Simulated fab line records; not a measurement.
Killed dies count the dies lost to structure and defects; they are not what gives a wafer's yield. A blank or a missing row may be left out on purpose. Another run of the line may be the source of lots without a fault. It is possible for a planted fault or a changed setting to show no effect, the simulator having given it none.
Code-filled problem report in 8D (eight disciplines) form :: flow gf180mcu :: the parts of the form that need people (team, actions taken, sign-off) are left out

1. WHAT WENT WRONG
Mean MVPSD_RS at GF_VT_IMPLANT_RS_MEAS_49: 1225.9 ohm/sq over 6 wafers in 2 lots; fault-free wafers: 1170.2 ohm/sq, standard deviation 2.6. That is +21 standard deviations from the usual mean.
The step: measures by four-point-probe.
First seen on wafer L630.1, day 10 08:55, on film_metro-04. The record holds 39 wafers of 13 lots with a number at this step. Rule for "out", or "out of limits": more than 4 standard deviations from the usual mean. The rest of the wafers with a number are treated as sound.

2. WHAT IT IS, WHAT IT ISN'T
question: which readings at this step
is: MVPSD_RS
is not: -

question: which lots
is: L630, L631
is not: L620, L621, L622, L623, L625, L636, L637, L639, L640, L641, L642

question: which wafers of those lots
is: all that have a number
is not: -

question: read on which gauges
is: film_metro-04
is not: film_metro-02, film_metro-03

question: when
is: from day 10 08:55
is not: up to then (15 sound wafers); but 18 sound wafers of L636, L637, L639, L640, L641, L642 came after

3. SUSPECTS, AND WHAT RULES EACH OUT
Counting: any tool at a process step up to the reading is kept as a suspect provided that every lot that is out went through it and no sound lot did after the first of them.
- the gauge at GF_VT_IMPLANT_RS_MEAS_49: kept. All the wafers that are out were read on film_metro-04, and no step on other tools shows them out.
- implanter-01 at GF_MVPSD_IMPLANT_08: ruled out as a lasting fault. Following L630 (day 7 11:58), the first lot on it that is out, the sound lots L641, L642 were run on it.
The count leaves film_metro-04 at GF_VT_IMPLANT_RS_MEAS_49.

4. THE CAUSE (what the simulator had put in)
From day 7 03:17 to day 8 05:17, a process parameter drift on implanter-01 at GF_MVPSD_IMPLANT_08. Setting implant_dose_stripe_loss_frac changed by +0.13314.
It was ruled out by counting, in error; the rule expects a fault to strike all lots run on its tool from its start on, and this fault did not.

5. THE EFFECT CHAIN, in route order
Each row: a reading where the mean over the struck wafers with a number is more than 3 standard deviations away from the usual. Only readings whose record carries a usual standard deviation are examined. hours: median over the lots of the time between each lot's start at the first step of this table that gives one and its start at this step. sigmas: the change, counted in usual standard deviations.
hours: 0
step: GF_MVPSD_TW_MEAS_11
reading: MVPSD_TW
usual: 551
on struck wafers: 536
change: -15
sigmas: -3.4

hours: 69
step: GF_VT_IMPLANT_RS_MEAS_49
reading: MVPSD_RS
usual: 1170.2 ohm/sq
on struck wafers: 1225.9
change: +55.7
sigmas: +21

6. HOW IT WOULD HAVE BEEN CAUGHT EARLIER
The first out-of-limits reading at a measuring or inspecting step in this record came at day 10 08:55, 78 hours after the fault's start at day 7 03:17.
No tool reading at GF_MVPSD_IMPLANT_08 that has a usual standard deviation in the record was out on any struck wafer, so an alarm limit of 4 standard deviations on those readings would not have fired.
